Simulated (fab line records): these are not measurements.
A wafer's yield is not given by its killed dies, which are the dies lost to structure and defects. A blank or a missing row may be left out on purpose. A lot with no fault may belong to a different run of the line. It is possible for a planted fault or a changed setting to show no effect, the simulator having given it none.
Chamber matching + flow gf180mcu + cmp-01 running GF_V4_CMP_04: 4 sister chambers
The step polishes SiO2. 14 wafers are shown with their chamber, then 6 later ones without.

## WAFERS, EACH WITH ITS CHAMBER
| wafer  | chamber | motorCurrentA (A) | edgeZonePressureFrac | timeToEndpointS (s) |
|--------|---------|-------------------|----------------------|---------------------|
| L804.2 | 3       | 12.2              | 1.002                | 72                  |
| L804.4 | 0       | 12.7              | 1.002                | 78                  |
| L804.5 | 3       | 12.1              | 0.997                | 78                  |
| L806.1 | 0       | 11.8              | 0.999                | 81                  |
| L806.3 | 1       | 11.1              | 0.999                | 77                  |
| L806.6 | 3       | 11.5              | 0.996                | 85                  |
| L815.1 | 2       | 11.3              | 1.001                | 77                  |
| L815.3 | 3       | 12.4              | 0.998                | 82                  |
| L815.6 | 2       | 11.5              | 1.005                | 97                  |
| L816.1 | 3       | 13.0              | 0.995                | 78                  |
| L816.3 | 0       | 12.3              | 1.000                | 95                  |
| L818.1 | 1       | 10.7              | 0.992                | 82                  |
| L818.3 | 2       | 11.4              | 1.001                | 76                  |
| L818.5 | 2       | 10.9              | 1.006                | 82                  |

SIGNATURES (averages over the wafers above)
| reading              | chamber 0 | chamber 1 | chamber 2 | chamber 3 | scatter within a chamber |
|----------------------|-----------|-----------|-----------|-----------|--------------------------|
| motorCurrentA        | 12.267    | 10.900    | 11.275    | 12.240    | 0.432                    |
| edgeZonePressureFrac | 1.00033   | 0.99550   | 1.00325   | 0.99760   | 0.00281                  |
| timeToEndpointS      | 84.67     | 79.50     | 83.00     | 79.00     | 7.45                     |
Rule: for each reading, subtract the chamber's mean from the wafer's reading, divide by that reading's scatter and square the result; add these up over the readings and take the root, which gives the wafer's distance from the chamber. The wafer belongs to the nearest chamber; if the next one is less than 2 further off, it can't be placed. The scatter: the root of (the sum of the squares of (reading less its chamber's mean) over the shown wafers, divided by (wafers less chambers)).

## WAFERS WITHOUT THEIR CHAMBER
| wafer  | motorCurrentA (A) | edgeZonePressureFrac | timeToEndpointS (s) |
|--------|-------------------|----------------------|---------------------|
| L821.1 | 11.3              | 0.997                | 71                  |
| L821.4 | 10.7              | 0.997                | 78                  |
| L821.6 | 10.9              | 0.996                | 79                  |
| L824.1 | 12.4              | 1.002                | 69                  |
| L824.4 | 11.7              | 0.995                | 82                  |
| L824.5 | 12.8              | 0.998                | 86                  |

## CHAMBER TAKEN BY EACH
| wafer  | from the rows above               | in truth                   |
|--------|-----------------------------------|----------------------------|
| L821.1 | can't be placed: 1 or 3 or 2 or 0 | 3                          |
| L821.4 | can't be placed: 1 or 2           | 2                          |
| L821.6 | 1                                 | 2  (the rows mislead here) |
| L824.1 | can't be placed: 3 or 0 or 2      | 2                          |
| L824.4 | can't be placed: 3 or 1 or 0 or 2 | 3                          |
| L824.5 | can't be placed: 0 or 3           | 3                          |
Correct placement for 0 of the 6. These rows do not allow placing 5 (true chamber among the candidates in 5). Number placed wrongly: 1.
